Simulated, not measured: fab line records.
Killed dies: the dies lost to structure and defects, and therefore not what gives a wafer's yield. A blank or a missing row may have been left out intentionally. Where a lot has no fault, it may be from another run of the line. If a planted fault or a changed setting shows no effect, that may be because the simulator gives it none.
One fault through the eyes of 2 desks	flow sky130	only its own numbers are on each desk; what lay behind them is given at the end

## AT THE TOOL OWNER'S DESK: cvd w-02
The tool's own readings at SKY_LI_CONTACT_CVD_21 (deposits W, target thk 400 nm, time 120.56 s): means of the sampled wafers that have a number, for each lot that ran on this tool. The brackets show how far a lot's mean lies from the usual mean; more than 4 standard deviations puts the lot out of limits, marked OUT.
Columns: A = heater power w at SKY_LI_CONTACT_CVD_21, usual 902 W
lot	first seen here	A
L622	day 30 00:55	890
L624	day 31 09:24	878
L627	day 32 04:24	893
L635	day 34 18:11	896
L637	day 34 23:56	889
Result from this desk: across the 5 lots, nothing is out of limits.

## THE METROLOGY DESK
Means of the sampled wafers that have a number, per lot and without regard to the tool the lot ran on: this is what the gauges read. The brackets show how far a lot's mean lies from the usual mean; more than 4 standard deviations puts the lot out of limits, marked OUT.
Columns: A = LI_CONTACT_HDPCVD_THK at SKY_LI_CONTACT_THK_MEAS_01, usual 924 nm; B = cd nm at SKY_LI_CONTACT_CD_MEAS_12, usual 170.7 nm; C = LI_CONTACT_W_RS at SKY_LI_CONTACT_RS_MEAS_22, usual 0.285 ohm/sq; D = LI_CONTACT_W_THK at SKY_LI_CONTACT_THK_MEAS_23, usual 398 nm; E = cd nm at SKY_LOCAL_INTERCONNECT_CD_MEAS_11, usual 169.7 nm
lot	first seen here	A	B	C	D	E
L620	day 28 01:38	915	170.8	0.286	398	171.9
L621	day 28 06:14	934	169.7	0.285	399	171.6
L622	day 28 18:57	924	171.1	0.283	397	172.8
L623	day 29 18:41	928	174.0	0.287	395	169.4
L624	day 30 04:14	927	169.1	0.282	402	170.1
L627	day 30 23:34	927	171.9	0.283	395	170.8
L626	day 31 00:11	924	170.0	0.285	396	168.9
L629	day 32 02:38	943	169.4	0.285	402	168.7
L635	day 33 14:53	917	170.4	0.240 (-13) OUT	471 (+14) OUT	168.8
L636	day 33 19:28	928	168.7	0.288	391	169.0
L637	day 33 20:40	914	169.7	0.239 (-13) OUT	470 (+14) OUT	171.0
L640	day 34 20:04	934	170.2	0.286	397	169.7
This desk finds L635, L637 out of limits, with the earliest case on L635 at day 34 18:19 (LI_CONTACT_W_RS at SKY_LI_CONTACT_RS_MEAS_22). Within limits: L620, L621, L622, L623, L624, L627, L626, L629, L636, L640.

## PUT TOGETHER
L635, L637 would have let the metrology desk raise an alarm at day 34 18:19.
Nothing out of limits was seen by the tool owner's desk.
On record at the tool owner's desk: L635, L637, within its limits.
Every lot named ran SKY_LI_CONTACT_CVD_21 on cvd w-02.

## WHAT WAS PUT IN BY THE SIMULATOR
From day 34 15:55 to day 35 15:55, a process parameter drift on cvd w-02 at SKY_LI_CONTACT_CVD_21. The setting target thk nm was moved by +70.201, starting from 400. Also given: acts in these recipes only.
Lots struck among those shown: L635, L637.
Delay in hours, fault start to first out-of-limits reading, per desk: metrology desk 2.
